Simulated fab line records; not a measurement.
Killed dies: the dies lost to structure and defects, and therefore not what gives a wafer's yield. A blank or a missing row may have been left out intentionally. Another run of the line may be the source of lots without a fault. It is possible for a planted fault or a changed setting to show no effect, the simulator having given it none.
Which tool did it? + flow gf180mcu + 12 lots with 36 wafers sampled at 2 steps, on a route of 602 steps

== WHAT THE GAUGES SHOWED, per wafer ==
GF_V5_THK_MEAS_03. Usual: V5_CVD_02_THK typically reads 1446 nm, with standard deviation 23.
| lot  | measured     | on           | V5_CVD_02_THK (nm) | flag |
|------|--------------|--------------|--------------------|------|
| L791 | day 26 20:27 | filmMetro-03 | 1424 1425 1465     |      |
| L792 | day 27 00:51 | filmMetro-04 | 1417 1443 1449     |      |
| L793 | day 27 12:18 | filmMetro-03 | 1443 1445 1446     |      |
| L799 | day 29 08:23 | filmMetro-04 | 1416 1425 1441     |      |
| L800 | day 29 19:45 | filmMetro-04 | 1478 1520 1476     |      |
| L801 | day 30 02:41 | filmMetro-04 | 1464 1430 1465     |      |
| L803 | day 30 16:58 | filmMetro-03 | 1424 1419 1474     |      |
| L805 | day 31 02:46 | filmMetro-02 | 1431 1439 1495     |      |
| L807 | day 31 18:17 | filmMetro-04 | 1421 1431 1455     |      |
| L808 | day 31 23:56 | filmMetro-04 | 1425 1477 1435     |      |
| L809 | day 32 02:17 | filmMetro-04 | 1439 1425 1448     |      |
| L810 | day 32 10:26 | filmMetro-02 | 1447 1443 1462     |      |

== EACH LOT AND THE TOOL THAT RAN IT (in order: tool; ch and the chambers of the sampled wafers; start) ==
| lot  | GF_M5_STRIP_11                      |
|------|-------------------------------------|
| L791 | plasmaAsher-02 ch 0,1, day 26 19:42 |
| L792 | plasmaAsher-01 ch 0,1, day 27 00:05 |
| L793 | plasmaAsher-02 ch 0,1, day 27 11:32 |
| L799 | plasmaAsher-02 ch 0, day 29 07:37   |
| L800 | plasmaAsher-03 ch 0,1, day 29 18:59 |
| L801 | plasmaAsher-01 ch 0,1, day 30 01:54 |
| L803 | plasmaAsher-02 ch 0,1, day 30 16:08 |
| L805 | plasmaAsher-02 ch 0,1, day 31 01:55 |
| L807 | plasmaAsher-02 ch 0,1, day 31 17:32 |
| L808 | plasmaAsher-01 ch 0,1, day 31 23:10 |
| L809 | plasmaAsher-02 ch 0,1, day 32 01:30 |
| L810 | plasmaAsher-02 ch 0,1, day 32 09:39 |
- GF_M5_STRIP_11: strips in O2/N2.

== WHAT THE TOOLS THEMSELVES READ (means of the sampled wafers that have a number; where no wafer has one, the mark that the record gives instead) ==
GF_M5_STRIP_11. Usual: drypumpMotorCurrentA 5.8 A, standard deviation 0.41; heaterPowerW 353 W, standard deviation 31; n2FlowSccm 300.1 sccm, standard deviation 0.9; oesProductAu 0.524 a.u., standard deviation 0.0049; stripTimeToEndpointS 7.05 s, standard deviation 0.045.
| lot  | tool           | drypumpMotorCurrentA (A) | heaterPowerW (W) | n2FlowSccm (sccm) | oesProductAu (a.u.) | stripTimeToEndpointS (s) | flag |
|------|----------------|--------------------------|------------------|-------------------|---------------------|--------------------------|------|
| L791 | plasmaAsher-02 | 5.7                      | 335              | 300.3             | 0.526               | 7.10                     |      |
| L792 | plasmaAsher-01 | 6.2                      | 363              | 300.7             | 0.530               | 7.14                     |      |
| L793 | plasmaAsher-02 | 5.7                      | 335              | 301.0             | 0.524               | 7.06                     |      |
| L799 | plasmaAsher-02 | 5.6                      | 341              | 301.1             | 0.523               | 7.11                     |      |
| L800 | plasmaAsher-03 | 5.6                      | 395              | 300.1             | 0.524               | 7.04                     |      |
| L801 | plasmaAsher-01 | 6.2                      | 359              | 299.3             | 0.522               | 7.01                     |      |
| L803 | plasmaAsher-02 | 5.7                      | 335              | 300.9             | 0.521               | 7.00                     |      |
| L805 | plasmaAsher-02 | 5.7                      | 333              | 298.8             | 0.524               | 7.04                     |      |
| L807 | plasmaAsher-02 | 5.7                      | 333              | 300.1             | 0.524               | 7.10                     |      |
| L808 | plasmaAsher-01 | 6.2                      | 362              | 299.0             | 0.524               | 7.03                     |      |
| L809 | plasmaAsher-02 | 5.7                      | 336              | 300.0             | 0.520               | 6.99                     |      |
| L810 | plasmaAsher-02 | 5.7                      | 335              | 300.0             | 0.522               | 7.03                     |      |

== THE ANSWER, worked out from the rows above alone ==
Rule: take the mean of a lot's wafers that have a number; if it is more than 3 standard deviations from the usual mean, the lot is off. Also off: a lot with no number at a reading for which 4 or more lots have one. The other lots that the step has rows for count as sound. Order of review: gauges by route order, followed by the tools' own readings, for which a lot's mean as printed above is used. The first step at which some lot is off is used, and at that step the reading that is off furthest; a lot without a number counts as furthest.
None of the lots is off at any reading shown; this tells nothing.

== WHAT HAD BEEN PUT IN BY THE SIMULATOR ==
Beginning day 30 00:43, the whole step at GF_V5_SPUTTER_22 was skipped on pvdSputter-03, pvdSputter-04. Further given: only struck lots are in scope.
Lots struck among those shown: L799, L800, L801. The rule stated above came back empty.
